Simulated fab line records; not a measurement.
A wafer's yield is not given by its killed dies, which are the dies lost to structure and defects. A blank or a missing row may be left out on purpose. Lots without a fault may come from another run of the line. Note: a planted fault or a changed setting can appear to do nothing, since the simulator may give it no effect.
Which tool did it? + flow sky130 + 36 wafers from 12 lots sampled at 2 of the route's 708 steps

== WHAT EACH GAUGE READ, for each wafer ==
SKY_METAL2_OVL_MEAS_16. Usual: METAL2_OVL typically reads 1 nm, with standard deviation 4.6.
| lot  | measured     | on         | METAL2_OVL (nm) | flag |
|------|--------------|------------|-----------------|------|
| L594 | day 35 09:33 | overlay-01 | 3 6 -8          |      |
| L595 | day 35 14:25 | overlay-02 | 3 -4 -2         |      |
| L596 | day 35 23:36 | overlay-02 | 3 2 6           |      |
| L597 | day 36 13:09 | overlay-02 | 2 11 11         |      |
| L600 | day 37 06:27 | overlay-02 | 1 -1 1          |      |
| L607 | day 39 09:16 | overlay-01 | 7 6 1           |      |
| L611 | day 40 15:02 | overlay-02 | -1 2 7          |      |
| L610 | day 40 15:22 | overlay-01 | 3 -4 3          |      |
| L612 | day 41 02:41 | overlay-01 | 6 2 8           |      |
| L613 | day 41 11:23 | overlay-02 | -2 0 -2         |      |
| L614 | day 41 19:38 | overlay-02 | 1 6 8           |      |
| L617 | day 42 06:19 | overlay-01 | -1 -6 -3        |      |

== EACH LOT AND THE TOOL THAT RAN IT (in order: tool; ch and the chambers of the sampled wafers; start) ==
| lot  | SKY_VIA1_CMP_24               |
|------|-------------------------------|
| L594 | cmp-02 ch 0,3, day 34 06:24   |
| L595 | cmp-02 ch 0,1,3, day 34 10:47 |
| L596 | cmp-02 ch 1,2,3, day 34 20:32 |
| L597 | cmp-01 ch 0,2,3, day 35 09:40 |
| L600 | cmp-02 ch 0,3, day 36 03:35   |
| L607 | cmp-01 ch 1,2,3, day 38 08:13 |
| L611 | cmp-02 ch 0,3, day 39 13:50   |
| L610 | cmp-01 ch 0,3, day 39 14:04   |
| L612 | cmp-01 ch 0,2,3, day 40 01:53 |
| L613 | cmp-02 ch 0,2,3, day 40 10:04 |
| L614 | cmp-02 ch 0,2,3, day 40 19:32 |
| L617 | cmp-01 ch 1,3, day 41 06:01   |
- SKY_VIA1_CMP_24: polishes, stops on SiO2, t overpolish 15 s, target thk 0 nm.

== WHAT THE TOOLS THEMSELVES READ (means of the sampled wafers that have a number; where no wafer has one, the mark that the record gives instead) ==
SKY_VIA1_CMP_24. Usual: motor-current-A 11.0 A, standard deviation 0.58; overpolish-run-s 15.000 s, standard deviation 0.0094; time-to-endpoint-s 64 s, standard deviation 3.2.
| lot  | tool   | motor-current-A (A) | overpolish-run-s (s) | time-to-endpoint-s (s) | flag |
|------|--------|---------------------|----------------------|------------------------|------|
| L594 | cmp-02 | 10.9                | 15.008               | 62                     |      |
| L595 | cmp-02 | 10.9                | 15.002               | 65                     |      |
| L596 | cmp-02 | 11.1                | 14.998               | 59                     |      |
| L597 | cmp-01 | 11.4                | 14.996               | 64                     |      |
| L600 | cmp-02 | 11.0                | 14.994               | 64                     |      |
| L607 | cmp-01 | 10.9                | 15.004               | 65                     |      |
| L611 | cmp-02 | 10.7                | 14.997               | 62                     |      |
| L610 | cmp-01 | 11.6                | 14.997               | 65                     |      |
| L612 | cmp-01 | 11.5                | 15.002               | 64                     |      |
| L613 | cmp-02 | 10.7                | 14.994               | 66                     |      |
| L614 | cmp-02 | 10.9                | 15.000               | 65                     |      |
| L617 | cmp-01 | 10.3                | 15.001               | 63                     |      |

== THE ANSWER, worked out from the rows above alone ==
Rule: a lot is off if the mean of its wafers that have a number lies more than 3 standard deviations from the usual mean. A lot without any number at a reading at which 4 lots or more have one is off too. Any other lot the step has rows for is counted as sound. The gauges are gone through in route order, then the tools' own readings, and for those a lot's mean is taken as printed above. The first step at which some lot is off is used, and at that step the reading that is off furthest; a lot without a number counts as furthest.
Across all readings shown, no lot is off: no conclusion can be drawn from this.

== WHAT THE SIMULATOR PUT IN ==
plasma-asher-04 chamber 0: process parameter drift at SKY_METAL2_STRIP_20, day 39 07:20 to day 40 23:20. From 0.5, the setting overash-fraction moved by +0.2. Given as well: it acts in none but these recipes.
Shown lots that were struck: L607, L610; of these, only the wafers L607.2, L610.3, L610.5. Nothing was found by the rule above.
